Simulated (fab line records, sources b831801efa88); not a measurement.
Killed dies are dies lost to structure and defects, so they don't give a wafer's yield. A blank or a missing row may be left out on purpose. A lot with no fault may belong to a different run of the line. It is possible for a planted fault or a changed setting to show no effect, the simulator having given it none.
Which of the tools did it? :: flow sky130 :: 13 lots with 39 wafers sampled at 3 steps, on a route of 708 steps

WHAT EACH GAUGE READ, for each wafer
The record lacks any reading of a measuring or inspecting step that a usual standard deviation could be used to judge.

TOOL THAT RAN EACH LOT (tool first, then ch and the chambers of the sampled wafers, then the start)
lot: L461
SKY_METAL3_SPUTTER_04: pvd_sputter-02, day 36 18:59
SKY_METAL3_METAL_ETCH_18: rie_metal-01 ch 0,1, day 39 00:54
SKY_PAD_OPEN_PROBE_99: -

lot: L462
SKY_METAL3_SPUTTER_04: pvd_sputter-01, day 36 19:34
SKY_METAL3_METAL_ETCH_18: rie_metal-04 ch 0,1, day 39 01:14
SKY_PAD_OPEN_PROBE_99: -

lot: L465
SKY_METAL3_SPUTTER_04: pvd_sputter-01, day 38 17:14
SKY_METAL3_METAL_ETCH_18: rie_metal-04 ch 0,1, day 40 18:09
SKY_PAD_OPEN_PROBE_99: -

lot: L464
SKY_METAL3_SPUTTER_04: pvd_sputter-02, day 38 20:54
SKY_METAL3_METAL_ETCH_18: rie_metal-03 ch 0,1, day 40 23:01
SKY_PAD_OPEN_PROBE_99: -

lot: L467
SKY_METAL3_SPUTTER_04: pvd_sputter-03, day 38 23:51
SKY_METAL3_METAL_ETCH_18: rie_metal-03 ch 0,1, day 41 01:40
SKY_PAD_OPEN_PROBE_99: -

lot: L468
SKY_METAL3_SPUTTER_04: pvd_sputter-01, day 39 04:40
SKY_METAL3_METAL_ETCH_18: rie_metal-04 ch 1, day 41 05:37
SKY_PAD_OPEN_PROBE_99: -

lot: L469
SKY_METAL3_SPUTTER_04: pvd_sputter-02, day 39 11:55
SKY_METAL3_METAL_ETCH_18: rie_metal-03 ch 0,1, day 41 13:10
SKY_PAD_OPEN_PROBE_99: -

lot: L471
SKY_METAL3_SPUTTER_04: pvd_sputter-03, day 39 20:34
SKY_METAL3_METAL_ETCH_18: rie_metal-01 ch 0,1, day 41 22:31
SKY_PAD_OPEN_PROBE_99: -

lot: L472
SKY_METAL3_SPUTTER_04: pvd_sputter-01, day 40 05:47
SKY_METAL3_METAL_ETCH_18: rie_metal-01 ch 0,1, day 42 05:15
SKY_PAD_OPEN_PROBE_99: prober-02, day 48 19:41

lot: L474
SKY_METAL3_SPUTTER_04: pvd_sputter-01, day 41 03:55
SKY_METAL3_METAL_ETCH_18: rie_metal-03 ch 0,1, day 43 02:44
SKY_PAD_OPEN_PROBE_99: prober-01, day 49 10:48

lot: L475
SKY_METAL3_SPUTTER_04: pvd_sputter-02, day 41 09:09
SKY_METAL3_METAL_ETCH_18: rie_metal-01 ch 0,1, day 43 08:32
SKY_PAD_OPEN_PROBE_99: -

lot: L481
SKY_METAL3_SPUTTER_04: pvd_sputter-02, day 42 17:17
SKY_METAL3_METAL_ETCH_18: rie_metal-04 ch 1, day 44 14:23
SKY_PAD_OPEN_PROBE_99: -

lot: L482
SKY_METAL3_SPUTTER_04: pvd_sputter-02, day 43 02:43
SKY_METAL3_METAL_ETCH_18: rie_metal-01 ch 0,1, day 45 01:20
SKY_PAD_OPEN_PROBE_99: -
- SKY_METAL3_SPUTTER_04: material TiN, target thk 70 nm, time 58.3 s.
- SKY_METAL3_METAL_ETCH_18: etches the open film in Cl2/BCl3, stops on SiO2, target depth 845 nm, time 183.1 s.
- SKY_PAD_OPEN_PROBE_99

WHAT THE TOOLS THEMSELVES READ (means of the sampled wafers that have a number; where no wafer has one, the mark that the record gives instead)
SKY_METAL3_SPUTTER_04. Usual: cathode_dc_power_W 6499.9 W, standard deviation 1.1; chamber_pressure_pa 0.4001 Pa, standard deviation 0.00075; throttle_valve_pct 29.7 %, standard deviation 0.91.
lot: L461
tool: pvd_sputter-02
cathode_dc_power_W (W): 6500.0
chamber_pressure_pa (Pa): 0.3994
throttle_valve_pct (%): 29.8
flag: 

lot: L462
tool: pvd_sputter-01
cathode_dc_power_W (W): 6500.2
chamber_pressure_pa (Pa): 0.4006
throttle_valve_pct (%): 28.9
flag: 

lot: L465
tool: pvd_sputter-01
cathode_dc_power_W (W): 6499.7
chamber_pressure_pa (Pa): 0.4002
throttle_valve_pct (%): 29.6
flag: 

lot: L464
tool: pvd_sputter-02
cathode_dc_power_W (W): 6499.8
chamber_pressure_pa (Pa): 0.3997
throttle_valve_pct (%): 30.3
flag: 

lot: L467
tool: pvd_sputter-03
cathode_dc_power_W (W): 6500.5
chamber_pressure_pa (Pa): 0.4002
throttle_valve_pct (%): 29.8
flag: 

lot: L468
tool: pvd_sputter-01
cathode_dc_power_W (W): 6500.3
chamber_pressure_pa (Pa): 0.4002
throttle_valve_pct (%): 29.6
flag: 

lot: L469
tool: pvd_sputter-02
cathode_dc_power_W (W): 6499.4
chamber_pressure_pa (Pa): 0.3999
throttle_valve_pct (%): 30.3
flag: 

lot: L471
tool: pvd_sputter-03
cathode_dc_power_W (W): -
chamber_pressure_pa (Pa): -
throttle_valve_pct (%): -
flag: OFF

lot: L472
tool: pvd_sputter-01
cathode_dc_power_W (W): -
chamber_pressure_pa (Pa): -
throttle_valve_pct (%): -
flag: OFF

lot: L474
tool: pvd_sputter-01
cathode_dc_power_W (W): -
chamber_pressure_pa (Pa): -
throttle_valve_pct (%): -
flag: OFF

lot: L475
tool: pvd_sputter-02
cathode_dc_power_W (W): 6499.5
chamber_pressure_pa (Pa): 0.3996
throttle_valve_pct (%): 29.9
flag: 

lot: L481
tool: pvd_sputter-02
cathode_dc_power_W (W): 6499.8
chamber_pressure_pa (Pa): 0.4006
throttle_valve_pct (%): 30.2
flag: 

lot: L482
tool: pvd_sputter-02
cathode_dc_power_W (W): 6500.6
chamber_pressure_pa (Pa): 0.4008
throttle_valve_pct (%): 30.3
flag: 

SKY_METAL3_METAL_ETCH_18. Usual: drypump_motor_current_A 5.7 A, standard deviation 0.56; oes_product_au 0.865 a.u., standard deviation 0.0058; throttle_valve_pct 22.264 %, standard deviation 0.0086.
lot: L461
tool: rie_metal-01
drypump_motor_current_A (A): 6.0
oes_product_au (a.u.): 0.868
throttle_valve_pct (%): 22.262
flag: 

lot: L462
tool: rie_metal-04
drypump_motor_current_A (A): 6.0
oes_product_au (a.u.): 0.867
throttle_valve_pct (%): 22.268
flag: 

lot: L465
tool: rie_metal-04
drypump_motor_current_A (A): 6.0
oes_product_au (a.u.): 0.866
throttle_valve_pct (%): 22.260
flag: 

lot: L464
tool: rie_metal-03
drypump_motor_current_A (A): 5.0
oes_product_au (a.u.): 0.869
throttle_valve_pct (%): 22.270
flag: 

lot: L467
tool: rie_metal-03
drypump_motor_current_A (A): 5.3
oes_product_au (a.u.): 0.866
throttle_valve_pct (%): 22.271
flag: 

lot: L468
tool: rie_metal-04
drypump_motor_current_A (A): 6.0
oes_product_au (a.u.): 0.870
throttle_valve_pct (%): 22.266
flag: 

lot: L469
tool: rie_metal-03
drypump_motor_current_A (A): 5.3
oes_product_au (a.u.): 0.862
throttle_valve_pct (%): 22.258
flag: 

lot: L471
tool: rie_metal-01
drypump_motor_current_A (A): 6.0
oes_product_au (a.u.): 0.826
throttle_valve_pct (%): 22.257
flag: OFF

lot: L472
tool: rie_metal-01
drypump_motor_current_A (A): 6.0
oes_product_au (a.u.): 0.831
throttle_valve_pct (%): 22.263
flag: OFF

lot: L474
tool: rie_metal-03
drypump_motor_current_A (A): 5.3
oes_product_au (a.u.): 0.824
throttle_valve_pct (%): 22.263
flag: OFF

lot: L475
tool: rie_metal-01
drypump_motor_current_A (A): 6.0
oes_product_au (a.u.): 0.871
throttle_valve_pct (%): 22.266
flag: 

lot: L481
tool: rie_metal-04
drypump_motor_current_A (A): 6.0
oes_product_au (a.u.): 0.871
throttle_valve_pct (%): 22.260
flag: 

lot: L482
tool: rie_metal-01
drypump_motor_current_A (A): 6.0
oes_product_au (a.u.): 0.871
throttle_valve_pct (%): 22.265
flag: 

SKY_PAD_OPEN_PROBE_99. Usual: defect_limited_yield 82.5 %, standard deviation 1.9; killed_at_M0_to_M3 44, standard deviation 6.4; killed_at_M4_up 3.4, standard deviation 2.1; killed_at_contacts 23, standard deviation 5; killed_at_front_end 15, standard deviation 4.5; killed_at_other 0.3, standard deviation 0.54; killed_dies 86, standard deviation 9.5; killed_open 48, standard deviation 6.9; killed_short 38, standard deviation 5.9; sort_bin_3_pad_short 0.8 %, standard deviation 0.44; sort_bin_5_function 10.5 %, standard deviation 1.6; sort_bin_6_memory 6.1 %, standard deviation 1.1; sort_n_pass 406, standard deviation 9.5; sort_yield_pct 82.5 %, standard deviation 1.9.
lot: L472
tool: prober-02
defect_limited_yield (%): 79.1
killed_at_M0_to_M3: 49
killed_at_M4_up: 4.0
killed_at_contacts: 24
killed_at_front_end: 26
killed_at_other: 0.0
killed_dies: 103
killed_open: 59
killed_short: 43
sort_bin_3_pad_short (%): 1.4
sort_bin_5_function (%): 12.2
sort_bin_6_memory (%): 7.3
sort_n_pass: 389
sort_yield_pct (%): 79.1
flag: 

lot: L474
tool: prober-01
defect_limited_yield (%): 80.9
killed_at_M0_to_M3: 47
killed_at_M4_up: 0.0
killed_at_contacts: 28
killed_at_front_end: 19
killed_at_other: 0.0
killed_dies: 94
killed_open: 50
killed_short: 42
sort_bin_3_pad_short (%): 0.4
sort_bin_5_function (%): 11.2
sort_bin_6_memory (%): 7.5
sort_n_pass: 398
sort_yield_pct (%): 80.9
flag: 

THE ANSWER, worked out from the rows above alone
Rule: a lot counts as off when the mean over its wafers that have a number is more than 3 standard deviations away from the usual mean. Also off: a lot with no number at a reading for which 4 or more lots have one. The other lots that the step has rows for count as sound. After the gauges, taken in route order, come the tools' own readings; for these a lot's mean is taken, as printed above. The first step at which some lot is off is used, and at that step the reading that is off furthest; a lot without a number counts as furthest.
Off: L471, L472, L474 (SKY_METAL3_SPUTTER_04, cathode_dc_power_W). Without a number there: L471, L472, L474.
A tool fits if, at that step or a process step before it, it ran every lot that is off, and no sound lot after the first of them. No candidate that was tried fits.

WHAT HAD BEEN PUT IN BY THE SIMULATOR
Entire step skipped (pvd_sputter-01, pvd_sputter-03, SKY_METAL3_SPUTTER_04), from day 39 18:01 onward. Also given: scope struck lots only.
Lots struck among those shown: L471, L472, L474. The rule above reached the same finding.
